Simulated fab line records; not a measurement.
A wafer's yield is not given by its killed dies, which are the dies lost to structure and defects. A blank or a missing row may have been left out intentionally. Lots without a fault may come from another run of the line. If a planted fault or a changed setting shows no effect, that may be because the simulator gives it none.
Tool commonality check || flow gf180mcu || 11 lots, 33 wafers sampled

== REASON FOR OPENING ==
Of 11 lots, 3 have the reading POLY_GATE_CVD_00_THK flagged at GF_POLY_GATE_THK_MEAS_01. Fault-free wafers read 199.9 nm, with a standard deviation of 1.8.
Rule: a lot gets a flag if all its wafers with a number sit over 4 standard deviations from that mean, or if no wafer of it has a number. The other lots count as sound.

{"lot": "L343", "measured": "day 8 23:28", "on": "film-metro-02", "POLY_GATE_CVD_00_THK (nm), wafer by wafer": "200.5 198.9 200.5", "flag": ""}
{"lot": "L344", "measured": "day 9 07:35", "on": "film-metro-02", "POLY_GATE_CVD_00_THK (nm), wafer by wafer": "198.1 199.8 200.5", "flag": ""}
{"lot": "L348", "measured": "day 10 15:38", "on": "film-metro-02", "POLY_GATE_CVD_00_THK (nm), wafer by wafer": "201.4 201.1 198.9", "flag": ""}
{"lot": "L350", "measured": "day 10 23:52", "on": "film-metro-02", "POLY_GATE_CVD_00_THK (nm), wafer by wafer": "198.5 199.1 197.9", "flag": ""}
{"lot": "L351", "measured": "day 11 08:13", "on": "film-metro-02", "POLY_GATE_CVD_00_THK (nm), wafer by wafer": "200.0 200.3 200.0", "flag": ""}
{"lot": "L356", "measured": "day 12 20:24", "on": "film-metro-01", "POLY_GATE_CVD_00_THK (nm), wafer by wafer": "109.0 109.8 107.9", "flag": "FLAGGED"}
{"lot": "L357", "measured": "day 13 01:55", "on": "film-metro-01", "POLY_GATE_CVD_00_THK (nm), wafer by wafer": "107.5 106.1 106.5", "flag": "FLAGGED"}
{"lot": "L358", "measured": "day 13 11:26", "on": "film-metro-02", "POLY_GATE_CVD_00_THK (nm), wafer by wafer": "107.8 108.1 105.6", "flag": "FLAGGED"}
{"lot": "L359", "measured": "day 13 20:31", "on": "film-metro-02", "POLY_GATE_CVD_00_THK (nm), wafer by wafer": "199.3 199.1 197.5", "flag": ""}
{"lot": "L362", "measured": "day 14 17:40", "on": "film-metro-01", "POLY_GATE_CVD_00_THK (nm), wafer by wafer": "200.0 201.1 199.0", "flag": ""}
{"lot": "L364", "measured": "day 15 08:24", "on": "film-metro-02", "POLY_GATE_CVD_00_THK (nm), wafer by wafer": "198.2 199.8 201.1", "flag": ""}
On average the flagged lots' numbers are 107.6 nm, which is -92.3 nm against the usual, or -51 standard deviations.

== EACH LOT AND THE TOOL IT RAN ON ==
Before the reading, the record contains 3 process steps out of a 602-step route. In each cell: the tool, then ch and the chambers that the sampled wafers went through, then the start.
{"lot": "L343", "flag": "", "GF_VT_IMPLANT_STRIP_20": "plasma-asher-03 ch 0,1, day 6 17:13", "GF_VT_IMPLANT_STRIP_42": "plasma-asher-02 ch 0,1, day 8 00:56", "GF_POLY_GATE_CVD_00": "lpcvd-02 ch 0, day 8 22:08"}
{"lot": "L344", "flag": "", "GF_VT_IMPLANT_STRIP_20": "plasma-asher-02 ch 0,1, day 7 01:04", "GF_VT_IMPLANT_STRIP_42": "plasma-asher-03 ch 0,1, day 8 09:25", "GF_POLY_GATE_CVD_00": "lpcvd-01 ch 0, day 9 06:11"}
{"lot": "L348", "flag": "", "GF_VT_IMPLANT_STRIP_20": "plasma-asher-02 ch 0,1, day 8 01:50", "GF_VT_IMPLANT_STRIP_42": "plasma-asher-02 ch 0,1, day 9 11:10", "GF_POLY_GATE_CVD_00": "lpcvd-01 ch 1, day 10 14:18"}
{"lot": "L350", "flag": "", "GF_VT_IMPLANT_STRIP_20": "plasma-asher-02 ch 0, day 8 14:31", "GF_VT_IMPLANT_STRIP_42": "plasma-asher-02 ch 0, day 10 00:38", "GF_POLY_GATE_CVD_00": "lpcvd-01 ch 1, day 10 22:31"}
{"lot": "L351", "flag": "", "GF_VT_IMPLANT_STRIP_20": "plasma-asher-03 ch 0,1, day 8 20:52", "GF_VT_IMPLANT_STRIP_42": "plasma-asher-02 ch 0,1, day 10 07:19", "GF_POLY_GATE_CVD_00": "lpcvd-01 ch 1, day 11 06:12"}
{"lot": "L356", "flag": "FLAGGED", "GF_VT_IMPLANT_STRIP_20": "plasma-asher-02 ch 0,1, day 10 06:05", "GF_VT_IMPLANT_STRIP_42": "plasma-asher-01 ch 0,1, day 11 18:13", "GF_POLY_GATE_CVD_00": "lpcvd-01 ch 0, day 12 19:04"}
{"lot": "L357", "flag": "FLAGGED", "GF_VT_IMPLANT_STRIP_20": "plasma-asher-03 ch 0,1, day 10 10:43", "GF_VT_IMPLANT_STRIP_42": "plasma-asher-02 ch 0,1, day 12 00:01", "GF_POLY_GATE_CVD_00": "lpcvd-01 ch 1, day 13 00:34"}
{"lot": "L358", "flag": "FLAGGED", "GF_VT_IMPLANT_STRIP_20": "plasma-asher-03 ch 0,1, day 10 17:07", "GF_VT_IMPLANT_STRIP_42": "plasma-asher-03 ch 0,1, day 12 05:54", "GF_POLY_GATE_CVD_00": "lpcvd-01 ch 0, day 13 09:25"}
{"lot": "L359", "flag": "", "GF_VT_IMPLANT_STRIP_20": "plasma-asher-02 ch 0,1, day 11 02:22", "GF_VT_IMPLANT_STRIP_42": "plasma-asher-01 ch 0,1, day 12 16:40", "GF_POLY_GATE_CVD_00": "lpcvd-02 ch 1, day 13 19:11"}
{"lot": "L362", "flag": "", "GF_VT_IMPLANT_STRIP_20": "plasma-asher-03 ch 0,1, day 11 23:19", "GF_VT_IMPLANT_STRIP_42": "plasma-asher-02 ch 0,1, day 13 15:11", "GF_POLY_GATE_CVD_00": "lpcvd-02 ch 1, day 14 16:19"}
{"lot": "L364", "flag": "", "GF_VT_IMPLANT_STRIP_20": "plasma-asher-03 ch 0,1, day 12 10:16", "GF_VT_IMPLANT_STRIP_42": "plasma-asher-02 ch 0, day 14 03:35", "GF_POLY_GATE_CVD_00": "lpcvd-02 ch 0, day 15 07:04"}
What these steps do:
- GF_VT_IMPLANT_STRIP_20: strips in O2/N2.
- GF_VT_IMPLANT_STRIP_42: strips in O2/N2.
- GF_POLY_GATE_CVD_00: deposits poly-Si, target thk 200 nm, time 1200 s.
- GF_POLY_GATE_THK_MEAS_01

== FLAGGED AGAINST TOTAL, ONE TOOL AT A TIME (gauges that did the reading follow at the end) ==
{"step": "GF_VT_IMPLANT_STRIP_20", "tool": "plasma-asher-02", "lots run": 5, "flagged": 1, "share of the flagged lots": "some", "sound lots run after its first flagged lot": "1 (L359)"}
{"step": "GF_VT_IMPLANT_STRIP_20", "tool": "plasma-asher-03", "lots run": 6, "flagged": 2, "share of the flagged lots": "some", "sound lots run after its first flagged lot": "2 (L362,L364)"}
{"step": "GF_VT_IMPLANT_STRIP_42", "tool": "plasma-asher-01", "lots run": 2, "flagged": 1, "share of the flagged lots": "some", "sound lots run after its first flagged lot": "1 (L359)"}
{"step": "GF_VT_IMPLANT_STRIP_42", "tool": "plasma-asher-02", "lots run": 7, "flagged": 1, "share of the flagged lots": "some", "sound lots run after its first flagged lot": "2 (L362,L364)"}
{"step": "GF_VT_IMPLANT_STRIP_42", "tool": "plasma-asher-03", "lots run": 2, "flagged": 1, "share of the flagged lots": "some", "sound lots run after its first flagged lot": 0}
{"step": "GF_POLY_GATE_CVD_00", "tool": "lpcvd-01", "lots run": 7, "flagged": 3, "share of the flagged lots": "all", "sound lots run after its first flagged lot": 0}
{"step": "GF_POLY_GATE_CVD_00", "tool": "lpcvd-02", "lots run": 4, "flagged": 0, "share of the flagged lots": "none", "sound lots run after its first flagged lot": "-"}
{"step": "GF_POLY_GATE_THK_MEAS_01", "tool": "film-metro-01", "lots run": 3, "flagged": 2, "share of the flagged lots": "some", "sound lots run after its first flagged lot": "1 (L362)"}
{"step": "GF_POLY_GATE_THK_MEAS_01", "tool": "film-metro-02", "lots run": 8, "flagged": 1, "share of the flagged lots": "some", "sound lots run after its first flagged lot": "2 (L359,L364)"}

== WHAT THE TABLE ALLOWS ==
1 row of the table ran every flagged lot: lpcvd-01 at GF_POLY_GATE_CVD_00.
- lpcvd-01 at GF_POLY_GATE_CVD_00: 3 of its 7 lots flagged. It ran its last sound lot, L351, at day 11 06:12 and its first flagged lot, L356, at day 12 19:04: a fault with its onset between the two fits.
One tool is left: lpcvd-01 at GF_POLY_GATE_CVD_00.

== WHAT WAS PUT IN BY THE SIMULATOR ==
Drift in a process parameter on lpcvd-01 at GF_POLY_GATE_CVD_00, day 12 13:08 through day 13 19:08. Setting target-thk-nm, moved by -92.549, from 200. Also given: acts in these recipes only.
Lots struck among those shown: L356, L357, L358. This agrees with what the rule above found.
